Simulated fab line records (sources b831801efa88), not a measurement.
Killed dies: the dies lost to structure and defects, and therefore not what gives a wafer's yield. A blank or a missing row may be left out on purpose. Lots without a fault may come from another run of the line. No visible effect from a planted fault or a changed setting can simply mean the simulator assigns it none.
What tool caused it? / flow sky130 / 13 lots with 39 wafers sampled at 6 steps, on a route of 708 steps

== WHAT EACH GAUGE READ, for each wafer ==
SKY_VT_ADJUST_PCH_OVL_MEAS_07. Usual: for VT_ADJUST_PCH_OVL the level is 0.8 nm and the standard deviation is 1.4.
lot=L148; measured=day 10 09:53; on=overlay-01; VT_ADJUST_PCH_OVL (nm)=0.7 1.1 2.5; flag=
lot=L151; measured=day 11 07:59; on=overlay-02; VT_ADJUST_PCH_OVL (nm)=- - -; flag=OFF
lot=L155; measured=day 12 10:24; on=overlay-01; VT_ADJUST_PCH_OVL (nm)=1.7 3.2 2.6; flag=
lot=L159; measured=day 13 09:47; on=overlay-02; VT_ADJUST_PCH_OVL (nm)=2.5 3.3 2.2; flag=
lot=L160; measured=day 14 13:28; on=overlay-01; VT_ADJUST_PCH_OVL (nm)=-0.9 -0.6 -1.4; flag=
lot=L161; measured=day 14 14:00; on=overlay-02; VT_ADJUST_PCH_OVL (nm)=0.6 -0.2 1.8; flag=
lot=L162; measured=day 14 15:06; on=overlay-02; VT_ADJUST_PCH_OVL (nm)=2.5 2.5 2.5; flag=
lot=L164; measured=day 15 16:46; on=overlay-02; VT_ADJUST_PCH_OVL (nm)=2.3 2.4 3.2; flag=
lot=L165; measured=day 15 18:39; on=overlay-01; VT_ADJUST_PCH_OVL (nm)=1.7 0.5 0.7; flag=
lot=L166; measured=day 16 12:48; on=overlay-01; VT_ADJUST_PCH_OVL (nm)=-0.5 -1.5 -1.0; flag=
lot=L167; measured=day 16 18:59; on=overlay-02; VT_ADJUST_PCH_OVL (nm)=1.0 0.8 0.9; flag=
lot=L168; measured=day 16 22:05; on=overlay-01; VT_ADJUST_PCH_OVL (nm)=-1.7 -0.6 -1.0; flag=
lot=L170; measured=day 17 23:30; on=overlay-02; VT_ADJUST_PCH_OVL (nm)=0.6 1.0 1.8; flag=

SKY_VT_ADJUST_PCH_TW_MEAS_10. Usual: for VT_ADJUST_PCH_TW the level is 143.9 and the standard deviation is 0.75.
lot=L148; measured=day 10 10:11; on=filmMetro-02; VT_ADJUST_PCH_TW=145.2 144.0 144.8; flag=
lot=L151; measured=day 11 08:17; on=filmMetro-03; VT_ADJUST_PCH_TW=30.3 30.4 30.4; flag=OFF
lot=L155; measured=day 12 10:42; on=filmMetro-03; VT_ADJUST_PCH_TW=143.1 142.9 143.0; flag=
lot=L159; measured=day 13 10:05; on=filmMetro-04; VT_ADJUST_PCH_TW=142.6 143.2 143.8; flag=
lot=L160; measured=day 14 13:46; on=filmMetro-02; VT_ADJUST_PCH_TW=144.9 143.7 144.1; flag=
lot=L161; measured=day 14 14:18; on=filmMetro-03; VT_ADJUST_PCH_TW=144.7 144.1 143.9; flag=
lot=L162; measured=day 14 15:23; on=filmMetro-02; VT_ADJUST_PCH_TW=143.9 144.6 144.5; flag=
lot=L164; measured=day 15 17:04; on=filmMetro-02; VT_ADJUST_PCH_TW=143.6 143.1 143.9; flag=
lot=L165; measured=day 15 18:56; on=filmMetro-03; VT_ADJUST_PCH_TW=142.9 144.2 143.8; flag=
lot=L166; measured=day 16 13:05; on=filmMetro-02; VT_ADJUST_PCH_TW=144.1 144.0 143.8; flag=
lot=L167; measured=day 16 19:17; on=filmMetro-02; VT_ADJUST_PCH_TW=143.7 143.2 143.7; flag=
lot=L168; measured=day 16 22:22; on=filmMetro-03; VT_ADJUST_PCH_TW=143.5 143.3 143.7; flag=
lot=L170; measured=day 17 23:47; on=filmMetro-03; VT_ADJUST_PCH_TW=143.6 143.7 143.8; flag=

SKY_SONOS_TUNNEL_TW_MEAS_12. Usual: for SONOS_TUNNEL_TW the level is 198.9 and the standard deviation is 0.99.
lot=L148; measured=day 11 10:20; on=filmMetro-02; SONOS_TUNNEL_TW=200.7 199.4 200.0; flag=
lot=L151; measured=day 12 07:38; on=filmMetro-03; SONOS_TUNNEL_TW=213.5 212.5 212.9; flag=OFF
lot=L155; measured=day 13 12:02; on=filmMetro-02; SONOS_TUNNEL_TW=198.1 198.4 197.7; flag=
lot=L159; measured=day 14 13:06; on=filmMetro-02; SONOS_TUNNEL_TW=199.6 200.3 198.4; flag=
lot=L160; measured=day 15 16:59; on=filmMetro-03; SONOS_TUNNEL_TW=198.3 197.6 197.2; flag=
lot=L161; measured=day 15 17:04; on=filmMetro-03; SONOS_TUNNEL_TW=198.9 198.9 198.0; flag=
lot=L162; measured=day 15 19:18; on=filmMetro-02; SONOS_TUNNEL_TW=198.6 199.0 198.3; flag=
lot=L164; measured=day 16 20:53; on=filmMetro-02; SONOS_TUNNEL_TW=198.3 199.4 199.0; flag=
lot=L165; measured=day 16 23:19; on=filmMetro-03; SONOS_TUNNEL_TW=196.8 198.9 197.5; flag=
lot=L166; measured=day 17 18:27; on=filmMetro-02; SONOS_TUNNEL_TW=199.6 198.2 199.5; flag=
lot=L167; measured=day 18 00:53; on=filmMetro-03; SONOS_TUNNEL_TW=197.9 199.0 198.4; flag=
lot=L168; measured=day 18 04:03; on=filmMetro-02; SONOS_TUNNEL_TW=198.1 199.1 198.7; flag=
lot=L170; measured=day 19 07:01; on=filmMetro-02; SONOS_TUNNEL_TW=200.0 198.6 199.4; flag=

SKY_METAL2_CD_MEAS_15: the cd target is 140 nm. Usual: cdNm reads 140.2 nm (standard deviation 1.5).
lot=L148; measured=day 35 05:26; on=cdSem-02; cdNm (nm)=141.4 139.9 140.0; flag=
lot=L151; measured=day 36 07:26; on=cdSem-01; cdNm (nm)=140.3 140.6 138.5; flag=
lot=L155; measured=day 37 11:44; on=cdSem-02; cdNm (nm)=139.9 138.0 139.3; flag=
lot=L159; measured=day 38 13:29; on=cdSem-02; cdNm (nm)=141.1 141.4 141.2; flag=
lot=L160; measured=day 39 08:47; on=cdSem-02; cdNm (nm)=140.2 141.3 138.8; flag=
lot=L161; measured=day 39 11:50; on=cdSem-02; cdNm (nm)=141.3 143.5 142.0; flag=
lot=L162; measured=day 39 16:26; on=cdSem-02; cdNm (nm)=140.0 139.9 140.0; flag=
lot=L164; measured=day 40 10:14; on=cdSem-01; cdNm (nm)=141.7 142.4 141.0; flag=
lot=L165; measured=day 40 11:09; on=cdSem-01; cdNm (nm)=141.8 141.1 141.1; flag=
lot=L166; measured=day 41 03:40; on=cdSem-01; cdNm (nm)=142.5 143.2 142.4; flag=
lot=L167; measured=day 41 07:43; on=cdSem-02; cdNm (nm)=138.9 139.3 139.4; flag=
lot=L168; measured=day 41 10:08; on=cdSem-01; cdNm (nm)=141.0 141.3 140.5; flag=
lot=L170; measured=day 42 11:25; on=cdSem-01; cdNm (nm)=136.2 138.1 137.0; flag=

== WHAT TOOL EACH LOT RAN ON (gives the tool, then ch and the chambers of the sampled wafers, and finally the start) ==
lot=L148; SKY_VT_ADJUST_PCH_EXPOSE_04=ilineStepper-01 ch 0, day 9 22:50; SKY_CONTACT_CMP_27=cmp-01 ch 1,2, day 31 16:34
lot=L151; SKY_VT_ADJUST_PCH_EXPOSE_04=ilineStepper-02 ch 0, day 10 19:57; SKY_CONTACT_CMP_27=cmp-01 ch 0,2,3, day 32 19:04
lot=L155; SKY_VT_ADJUST_PCH_EXPOSE_04=ilineStepper-01 ch 0, day 11 22:19; SKY_CONTACT_CMP_27=cmp-01 ch 0,1,2, day 34 01:07
lot=L159; SKY_VT_ADJUST_PCH_EXPOSE_04=ilineStepper-02 ch 0, day 12 20:56; SKY_CONTACT_CMP_27=cmp-02 ch 1,2,3, day 35 03:05
lot=L160; SKY_VT_ADJUST_PCH_EXPOSE_04=ilineStepper-02 ch 0, day 13 23:52; SKY_CONTACT_CMP_27=cmp-01 ch 0,2,3, day 35 23:29
lot=L161; SKY_VT_ADJUST_PCH_EXPOSE_04=ilineStepper-01 ch 0, day 14 00:40; SKY_CONTACT_CMP_27=cmp-01 ch 0,1, day 36 01:40
lot=L162; SKY_VT_ADJUST_PCH_EXPOSE_04=ilineStepper-01 ch 0, day 14 02:29; SKY_CONTACT_CMP_27=cmp-01 ch 0,1,2, day 36 07:26
lot=L164; SKY_VT_ADJUST_PCH_EXPOSE_04=ilineStepper-02 ch 0, day 15 02:40; SKY_CONTACT_CMP_27=cmp-02 ch 0,1,3, day 37 02:37
lot=L165; SKY_VT_ADJUST_PCH_EXPOSE_04=ilineStepper-01 ch 0, day 15 04:28; SKY_CONTACT_CMP_27=cmp-01 ch 0,1,2, day 37 02:59
lot=L166; SKY_VT_ADJUST_PCH_EXPOSE_04=ilineStepper-01 ch 0, day 15 23:30; SKY_CONTACT_CMP_27=cmp-01 ch 1,2,3, day 37 20:16
lot=L167; SKY_VT_ADJUST_PCH_EXPOSE_04=ilineStepper-02 ch 0, day 16 05:45; SKY_CONTACT_CMP_27=cmp-01 ch 0,1,3, day 38 00:41
lot=L168; SKY_VT_ADJUST_PCH_EXPOSE_04=ilineStepper-02 ch 0, day 16 08:09; SKY_CONTACT_CMP_27=cmp-02 ch 0,1,2, day 38 02:50
lot=L170; SKY_VT_ADJUST_PCH_EXPOSE_04=ilineStepper-02 ch 0, day 17 08:22; SKY_CONTACT_CMP_27=cmp-02 ch 0,3, day 39 05:22
- SKY_VT_ADJUST_PCH_EXPOSE_04: exposes mask NWM, target cd 840 nm.
- SKY_CONTACT_CMP_27: polishes, stops on SiO2, t overpolish 15 s, target thk 0 nm.

== WHAT THE TOOLS THEMSELVES READ (means of the sampled wafers that have a number; where no wafer has one, the mark that the record gives instead) ==
SKY_CONTACT_CMP_27. Usual: edgeZonePressureFrac 1.000, standard deviation 0.0049; headPressurePsi 3.500 psi, standard deviation 0.0082; motorCurrentA 10.8 A, standard deviation 1.1; overpolishRunS 15.001 s, standard deviation 0.0089; slurryFilterDpKPa 13.51 kPa, standard deviation 0.14; timeToEndpointS 83 s, standard deviation 4.4.
lot=L148; tool=cmp-01; edgeZonePressureFrac=0.998; headPressurePsi (psi)=3.494; motorCurrentA (A)=9.6; overpolishRunS (s)=14.995; slurryFilterDpKPa (kPa)=13.61; timeToEndpointS (s)=86; flag=
lot=L151; tool=cmp-01; edgeZonePressureFrac=1.007; headPressurePsi (psi)=3.501; motorCurrentA (A)=10.1; overpolishRunS (s)=15.002; slurryFilterDpKPa (kPa)=13.44; timeToEndpointS (s)=83; flag=
lot=L155; tool=cmp-01; edgeZonePressureFrac=0.996; headPressurePsi (psi)=3.503; motorCurrentA (A)=10.2; overpolishRunS (s)=14.996; slurryFilterDpKPa (kPa)=13.49; timeToEndpointS (s)=90; flag=
lot=L159; tool=cmp-02; edgeZonePressureFrac=1.000; headPressurePsi (psi)=3.501; motorCurrentA (A)=11.4; overpolishRunS (s)=15.001; slurryFilterDpKPa (kPa)=13.48; timeToEndpointS (s)=82; flag=
lot=L160; tool=cmp-01; edgeZonePressureFrac=1.003; headPressurePsi (psi)=3.505; motorCurrentA (A)=10.2; overpolishRunS (s)=15.007; slurryFilterDpKPa (kPa)=13.44; timeToEndpointS (s)=81; flag=
lot=L161; tool=cmp-01; edgeZonePressureFrac=0.999; headPressurePsi (psi)=3.498; motorCurrentA (A)=10.5; overpolishRunS (s)=15.004; slurryFilterDpKPa (kPa)=13.64; timeToEndpointS (s)=83; flag=
lot=L162; tool=cmp-01; edgeZonePressureFrac=0.997; headPressurePsi (psi)=3.509; motorCurrentA (A)=10.3; overpolishRunS (s)=15.006; slurryFilterDpKPa (kPa)=13.47; timeToEndpointS (s)=85; flag=
lot=L164; tool=cmp-02; edgeZonePressureFrac=0.998; headPressurePsi (psi)=3.494; motorCurrentA (A)=10.8; overpolishRunS (s)=15.001; slurryFilterDpKPa (kPa)=13.60; timeToEndpointS (s)=80; flag=
lot=L165; tool=cmp-01; edgeZonePressureFrac=1.005; headPressurePsi (psi)=3.502; motorCurrentA (A)=9.8; overpolishRunS (s)=15.002; slurryFilterDpKPa (kPa)=13.47; timeToEndpointS (s)=82; flag=
lot=L166; tool=cmp-01; edgeZonePressureFrac=0.997; headPressurePsi (psi)=3.500; motorCurrentA (A)=10.7; overpolishRunS (s)=15.000; slurryFilterDpKPa (kPa)=13.55; timeToEndpointS (s)=84; flag=
lot=L167; tool=cmp-01; edgeZonePressureFrac=1.001; headPressurePsi (psi)=3.502; motorCurrentA (A)=11.2; overpolishRunS (s)=15.011; slurryFilterDpKPa (kPa)=13.42; timeToEndpointS (s)=84; flag=
lot=L168; tool=cmp-02; edgeZonePressureFrac=1.007; headPressurePsi (psi)=3.497; motorCurrentA (A)=11.0; overpolishRunS (s)=15.000; slurryFilterDpKPa (kPa)=13.62; timeToEndpointS (s)=82; flag=
lot=L170; tool=cmp-02; edgeZonePressureFrac=0.998; headPressurePsi (psi)=3.499; motorCurrentA (A)=10.8; overpolishRunS (s)=15.006; slurryFilterDpKPa (kPa)=13.50; timeToEndpointS (s)=77; flag=

== THE ANSWER, worked out from the rows above alone ==
Rule: a lot counts as off when the mean over its wafers that have a number is more than 3 standard deviations away from the usual mean. Also off: a lot with no number at a reading for which 4 or more lots have one. Where the step has rows for the other lots, those lots are counted as sound. First the gauges in route order, then the tools' own readings, where a lot's mean is used as printed above. The first step at which some lot is off is used, and at that step the reading that is off furthest; a lot without a number counts as furthest.
Off: L151, seen at SKY_VT_ADJUST_PCH_OVL_MEAS_07 (VT_ADJUST_PCH_OVL). Without a number there: L151.
If a tool, at a process step before that reading, ran all the lots that are off and no sound lot after the first of them, it fits. The gauges at SKY_VT_ADJUST_PCH_OVL_MEAS_07 aren't tried: what is off there is off at SKY_VT_ADJUST_PCH_TW_MEAS_10 too, on other tools, and a gauge's error can't cause that. No candidate that was tried fits.

== WHAT THE SIMULATOR HAD PUT IN ==
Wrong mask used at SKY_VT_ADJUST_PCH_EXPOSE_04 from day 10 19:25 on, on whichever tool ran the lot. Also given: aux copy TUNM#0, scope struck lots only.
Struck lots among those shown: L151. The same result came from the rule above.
